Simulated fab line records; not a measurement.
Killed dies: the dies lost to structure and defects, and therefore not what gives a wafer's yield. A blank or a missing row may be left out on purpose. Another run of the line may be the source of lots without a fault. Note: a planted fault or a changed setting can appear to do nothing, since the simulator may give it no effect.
Code-filled problem report in 8D (eight disciplines) form || flow sfq-line || the parts of the form that need people (team, actions taken, sign-off) are left out

== 1. WHAT WENT WRONG ==
Wafers free of any fault read -1 nm (standard deviation 5.3) for M7_OVL at SFQ_M7_OVL_MEAS_945, against a mean of 50 nm on 12 wafers of 4 lots. That is +9.7 standard deviations from the usual mean.
First observed at day 63 14:28: wafer L716.1, on overlay-01. The record has a number at this step for 36 wafers belonging to 12 lots. The rule behind "out" and "out of limits": a value lying over 4 standard deviations away from the usual mean. All remaining wafers that have a number are taken as sound.

== 2. WHAT IT IS, AND WHAT IT ISN'T ==
{"question": "which readings at this step", "is": "M7_OVL", "is not": "-"}
{"question": "which lots", "is": "L716, L717, L718, L719", "is not": "L713, L714, L715, L721, L733, L734, L735, L736"}
{"question": "which wafers of those lots", "is": "all that have a number", "is not": "-"}
{"question": "read on which gauges", "is": "overlay-01, overlay-02", "is not": "-"}
{"question": "when", "is": "from day 63 14:28", "is not": "up to then (9 sound wafers); but 15 sound wafers of L721, L733, L734, L735, L736 came after"}

== 3. THE SUSPECTS, EACH WITH WHAT RULES IT OUT ==
Counting: a tool at a process step up to the reading stays a suspect if it ran every lot that is out and no sound lot after the first of them.
- ruled out: the gauge at SFQ_M7_OVL_MEAS_945. 2 gauges (overlay-01, overlay-02) read the wafers that are out.
- krf-scanner-02 at SFQ_TRILAYER_M7_LITHO_EXPOSE_178 (exposes mask M7, target cd 500 nm): kept. It processed each lot that is out, first L716 at day 63 12:58, and no sound lot thereafter; up to then, the last sound lot it processed was L715 at day 63 01:20.
The count leaves krf-scanner-02 at SFQ_TRILAYER_M7_LITHO_EXPOSE_178.

== 4. THE CAUSE (what the simulator had put in) ==
Scanner matching overlay: krf-scanner-02, from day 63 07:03 on, at SFQ_TRILAYER_M7_LITHO_EXPOSE_178. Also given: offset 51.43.
This tool alone remained once counting was done.

== 5. THE CHAIN OF EFFECTS, in route order ==
Rows list readings where the struck wafers' mean (over those with a number) sits beyond 3 standard deviations from the usual. Only readings whose record carries a usual standard deviation are examined. hours: median over the lots of the time between each lot's start at the first step of this table that gives one and its start at this step. sigmas: the change, counted in usual standard deviations.
{"hours": 0, "step": "SFQ_M7_OVL_MEAS_945", "reading": "M7_OVL", "usual": "-1 nm", "on struck wafers": 50, "change": "+51", "sigmas": "+9.7"}

== 6. WHAT WOULD HAVE CAUGHT IT SOONER ==
7 hours passed between the start of the fault at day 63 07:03 and the first reading out of limits at a measuring or inspecting step in this record, taken at day 63 14:28.
Lots out: 4; of these, L717, L718, L719 started SFQ_TRILAYER_M7_LITHO_EXPOSE_178 on krf-scanner-02 after day 63 14:28. A hold on the tool at that time would have spared those 3.
